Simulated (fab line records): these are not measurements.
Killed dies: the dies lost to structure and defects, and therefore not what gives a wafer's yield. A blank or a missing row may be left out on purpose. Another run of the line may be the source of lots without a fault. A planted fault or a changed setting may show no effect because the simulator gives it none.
Split-lot study -- flow sky130 -- 23 wafers read from 5 lots, route of 708 steps

SPLIT DETAILS
At SKY_GATE_OXIDE_IMPLANT_11, the setting energy kev was moved away from the recipe's 10 on 5 of the 23 wafers read, by -3.2% to -2.4%. The other wafers ran this setting at the recipe's value.

The reading is taken at the split's own step.

THE READING
The simulator's own value implant.drp nm, read by no gauge, in nm at SKY_GATE_OXIDE_IMPLANT_11. There is no usual value for it anywhere in the file.

wafer,"tool, chamber at the split",energy kev as run,against the recipe,"implant.drp nm, nm",against lot-mates on the recipe
L074.1,"implanter-01, 0",10,recipe,17.11,-
L074.2,"implanter-01, 0",10,recipe,17.11,-
L074.5,"implanter-01, 0",10,recipe,17.11,-
L077.2,"implanter-03, 0",9.677,-3.2%,16.73,-0.38
L077.6,"implanter-03, 0",9.677,-3.2%,16.73,-0.38
L077.3,"implanter-03, 0",10,recipe,17.11,-
L077.4,"implanter-03, 0",10,recipe,17.11,-
L077.5,"implanter-03, 0",10,recipe,17.11,-
L078.1,"implanter-03, 0",9.758,-2.4%,16.82,-0.29
L078.4,"implanter-03, 0",9.758,-2.4%,16.82,-0.29
L078.6,"implanter-03, 0",9.758,-2.4%,16.82,-0.29
L078.3,"implanter-03, 0",10,recipe,17.11,-
L078.5,"implanter-03, 0",10,recipe,17.11,-
L080.1,"implanter-02, 0",10,recipe,17.11,-
L080.2,"implanter-02, 0",10,recipe,17.11,-
L080.3,"implanter-02, 0",10,recipe,17.11,-
L080.5,"implanter-02, 0",10,recipe,17.11,-
L080.6,"implanter-02, 0",10,recipe,17.11,-
L084.1,"implanter-01, 0",10,recipe,17.11,-
L084.2,"implanter-01, 0",10,recipe,17.11,-
L084.3,"implanter-01, 0",10,recipe,17.11,-
L084.4,"implanter-01, 0",10,recipe,17.11,-
L084.6,"implanter-01, 0",10,recipe,17.11,-

FIT RESULTS
A straight line over all 23 wafers: implant.drp nm changes by +0.119 nm for each +1% of energy kev; r = +1.00; the points scatter about the line by 0.0015 nm.
The same after taking each lot's own level away (the mean of its wafers on the recipe; 23 wafers): +0.119 nm for each +1%; r = +1.00; scatter 0.0015 nm.
On that fit, the largest move of energy kev shifts the reading by 0.38 nm.
The lots' own levels span 17.110 to 17.110 nm.
So the lot-to-lot level changes the slope little: the two slopes agree.
Check: for one of the wafers moved furthest among these (-3.2%), held out of the fit, the line's prediction against its lot-mates is -0.384 nm. It came out at -0.38 nm against them.

ADDITIONAL SPLITS CARRIED BY THESE WAFERS
Note: prior to the reading, these wafers also went through further splits. Each is held against what the fit with the lots' levels taken away leaves over:
other split on the same wafers,wafers away from the commonest value,r with implant.drp nm (lot level and that fit taken away)
SKY_FIELD_ISO_OXIDATION_01 temp c,18,-0.19
SKY_DNWELL_COAT_02 resist thk nm,7,+0.24
SKY_NWELL_IMPLANT_11 dose cm2,5,+0.17
SKY_NWELL_IMPLANT_24 dose cm2,11,+0.07
SKY_VT_ADJUST_HVTR_EXPOSE_04 dose mj,5,-0.02
SKY_SONOS_TUNNEL_DEVELOP_06 develop time s,4,-0.20
SKY_GATE_OXIDE_COAT_05 spin rpm,7,+0.51

FILE'S OWN FIT
implant.drp nm changes by +0.12 nm for each +1% of energy kev, r = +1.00.
